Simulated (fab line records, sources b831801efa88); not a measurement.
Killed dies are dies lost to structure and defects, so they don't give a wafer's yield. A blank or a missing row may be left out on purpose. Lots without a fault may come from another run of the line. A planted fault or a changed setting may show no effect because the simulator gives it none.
Which tool did it? | flow gf180mcu | 13 lots, 39 wafers sampled, at 5 steps of a route of 602

WHAT THE GAUGES READ, wafer by wafer
GF_POLY_GATE_CD_MEAS_10: target cd 280 nm. Usual: cd_nm 280.6 nm, standard deviation 1.4.
lot  | measured     | on        | cd_nm (nm)        | flag
L833 | day 9 01:46  | cd_sem-02 | 282.1 282.5 282.7 |
L834 | day 9 15:23  | cd_sem-02 | 281.1 281.0 280.3 |
L835 | day 9 16:24  | cd_sem-01 | 281.9 281.6 281.4 |
L836 | day 9 21:55  | cd_sem-02 | 283.2 282.2 281.9 |
L839 | day 11 07:35 | cd_sem-01 | 279.3 279.0 279.6 |
L842 | day 12 01:15 | cd_sem-02 | 280.6 280.7 280.1 |
L845 | day 12 18:02 | cd_sem-01 | 279.4 278.3 280.3 |
L846 | day 13 03:42 | cd_sem-02 | 281.0 280.2 280.6 |
L849 | day 13 18:11 | cd_sem-02 | 280.8 279.9 280.4 |
L850 | day 14 08:09 | cd_sem-02 | 278.8 279.3 278.5 |
L851 | day 14 11:52 | cd_sem-02 | 281.0 280.2 280.4 |
L852 | day 14 19:45 | cd_sem-02 | 281.7 282.0 283.4 |
L856 | day 16 02:21 | cd_sem-02 | 282.0 281.0 280.8 |

GF_HV_LDD_TW_MEAS_38. Usual: HV_LDD_3_TW 1435, standard deviation 8.
lot  | measured     | on            | HV_LDD_3_TW    | flag
L833 | day 11 12:52 | film_metro-02 | 1429 1421 1422 |
L834 | day 12 05:44 | film_metro-04 | 1431 1431 1430 |
L835 | day 12 06:25 | film_metro-02 | 1431 1427 1431 |
L836 | day 12 09:02 | film_metro-02 | 1421 1423 1426 |
L839 | day 13 20:58 | film_metro-04 | 1435 1429 1430 |
L842 | day 14 19:31 | film_metro-04 | 1437 1436 1429 |
L845 | day 15 10:45 | film_metro-04 | 1456 1459 1461 |
L846 | day 15 21:35 | film_metro-04 | 1454 1451 1462 |
L849 | day 16 12:22 | film_metro-02 | 1438 1441 1441 |
L850 | day 17 03:26 | film_metro-02 | 1447 1451 1434 |
L851 | day 17 08:17 | film_metro-02 | 1446 1443 1447 |
L852 | day 17 18:50 | film_metro-02 | 1446 1455 1452 |
L856 | day 19 04:37 | film_metro-04 | 1440 1447 1445 |

GF_HV_LDD_TW_MEAS_50. Usual: HV_LDD_4_TW 569, standard deviation 3.4.
lot  | measured     | on            | HV_LDD_4_TW | flag
L833 | day 12 08:01 | film_metro-02 | 564 567 566 |
L834 | day 13 01:25 | film_metro-02 | 567 565 564 |
L835 | day 13 02:04 | film_metro-04 | 570 565 565 |
L836 | day 13 04:50 | film_metro-04 | 564 567 566 |
L839 | day 14 16:52 | film_metro-04 | 569 562 564 |
L842 | day 15 16:28 | film_metro-04 | 568 571 570 |
L845 | day 16 08:31 | film_metro-02 | 565 571 570 |
L846 | day 16 19:33 | film_metro-04 | 565 570 567 |
L849 | day 17 11:05 | film_metro-04 | 573 573 572 |
L850 | day 18 03:25 | film_metro-04 | 568 566 570 |
L851 | day 18 08:29 | film_metro-04 | 568 568 568 |
L852 | day 18 18:32 | film_metro-02 | 575 574 573 |
L856 | day 20 05:31 | film_metro-02 | 570 573 573 |

WHICH TOOL RAN EACH LOT (tool, then ch and the chambers of the sampled wafers, then the start)
lot  | GF_POLY_GATE_STRIP_14                | GF_HV_LDD_IMPLANT_34
L833 | plasma_asher-02 ch 0,1, day 9 02:01  | implanter-03 ch 0, day 11 12:19
L834 | plasma_asher-04 ch 0,1, day 9 15:40  | implanter-03 ch 0, day 12 05:11
L835 | plasma_asher-03 ch 0,1, day 9 16:40  | implanter-01 ch 0, day 12 05:52
L836 | plasma_asher-02 ch 0,1, day 9 22:09  | implanter-02 ch 0, day 12 08:32
L839 | plasma_asher-04 ch 0,1, day 11 07:50 | implanter-02 ch 0, day 13 20:22
L842 | plasma_asher-04 ch 0,1, day 12 01:31 | implanter-01 ch 0, day 14 18:47
L845 | plasma_asher-02 ch 0,1, day 12 18:17 | implanter-03 ch 0, day 15 09:52
L846 | plasma_asher-04 ch 0,1, day 13 03:56 | implanter-03 ch 0, day 15 21:02
L849 | plasma_asher-02 ch 0,1, day 13 18:26 | implanter-01 ch 0, day 16 11:49
L850 | plasma_asher-02 ch 0,1, day 14 08:25 | implanter-02 ch 0, day 17 02:53
L851 | plasma_asher-03 ch 0,1, day 14 12:07 | implanter-01 ch 0, day 17 07:45
L852 | plasma_asher-02 ch 0,1, day 14 19:59 | implanter-01 ch 0, day 17 18:19
L856 | plasma_asher-02 ch 0,1, day 16 02:35 | implanter-02 ch 0, day 19 04:05
- GF_POLY_GATE_STRIP_14: strips in O2/N2.
- GF_HV_LDD_IMPLANT_34

WHAT THE TOOLS THEMSELVES READ (means of the sampled wafers that have a number; where no wafer has one, the mark that the record gives instead)
GF_POLY_GATE_STRIP_14. Usual: drypump_motor_current_A 6.1 A, standard deviation 0.56; heater_power_w 332 W, standard deviation 40; oes_product_au 0.505 a.u., standard deviation 0.0042.
lot  | tool            | drypump_motor_current_A (A) | heater_power_w (W) | oes_product_au (a.u.) | flag
L833 | plasma_asher-02 | 6.6                         | 353                | 0.506                 |
L834 | plasma_asher-04 | 5.5                         | 292                | 0.506                 |
L835 | plasma_asher-03 | 5.7                         | 302                | 0.507                 |
L836 | plasma_asher-02 | 6.6                         | 357                | 0.505                 |
L839 | plasma_asher-04 | 5.4                         | 295                | 0.505                 |
L842 | plasma_asher-04 | 5.5                         | 323                | 0.506                 |
L845 | plasma_asher-02 | 6.6                         | 363                | 0.500                 |
L846 | plasma_asher-04 | 5.5                         | 322                | 0.504                 |
L849 | plasma_asher-02 | 6.7                         | 353                | 0.498                 |
L850 | plasma_asher-02 | 6.6                         | 362                | 0.505                 |
L851 | plasma_asher-03 | 5.8                         | 339                | 0.504                 |
L852 | plasma_asher-02 | 6.6                         | 358                | 0.497                 |
L856 | plasma_asher-02 | 6.7                         | 362                | 0.508                 |

GF_HV_LDD_IMPLANT_34. Usual: beam_energy_keV 60.003, standard deviation 0.019; dose_ions_cm2 7.5e+12, standard deviation 8e+09.
lot  | tool         | beam_energy_keV | dose_ions_cm2 | flag
L833 | implanter-03 | 59.982          | 7.5e+12       |
L834 | implanter-03 | 60.005          | 7.5e+12       |
L835 | implanter-01 | 59.983          | 7.5e+12       |
L836 | implanter-02 | 60.013          | 7.5e+12       |
L839 | implanter-02 | 60.015          | 7.5e+12       |
L842 | implanter-01 | 60.014          | 7.5e+12       |
L845 | implanter-03 | 75.250          | 7.5e+12       | OFF
L846 | implanter-03 | 75.249          | 7.5e+12       | OFF
L849 | implanter-01 | 60.024          | 7.5e+12       |
L850 | implanter-02 | 59.993          | 7.5e+12       |
L851 | implanter-01 | 60.007          | 7.5e+12       |
L852 | implanter-01 | 60.020          | 7.5e+12       |
L856 | implanter-02 | 60.014          | 7.5e+12       |

THE ANSWER, worked out from the rows above alone
Rule: a lot is off if the mean of its wafers that have a number lies more than 3 standard deviations from the usual mean. A lot without any number at a reading at which 4 lots or more have one is off too. The other lots that the step has rows for count as sound. The gauges are gone through in route order, then the tools' own readings, and for those a lot's mean is taken as printed above. The first step at which some lot is off is used, and at that step the reading that is off furthest; a lot without a number counts as furthest.
Off: L845, L846, at GF_HV_LDD_IMPLANT_34 (beam_energy_keV).
A tool fits if, at that step or a process step before it, it ran every lot that is off, and no sound lot after the first of them. One fits: implanter-03 at GF_HV_LDD_IMPLANT_34. Its last sound lot is L834 (day 12 05:11), its first lot that is off L845 (day 15 09:52): a fault that began between those two fits.
The tool's own readings at GF_HV_LDD_IMPLANT_34 bear it out: on the lots that are off they differ by more than 5 times the standard deviation of the sound lots' means. beam_energy_keV reads 75.249 there against 60.006 on the sound lots.

WHAT THE SIMULATOR HAD PUT IN
Process parameter drift: implanter-03, from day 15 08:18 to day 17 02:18, at GF_HV_LDD_IMPLANT_34. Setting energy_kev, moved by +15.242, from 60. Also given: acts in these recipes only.
Lots struck among those shown: L845, L846. The rule above found the same.
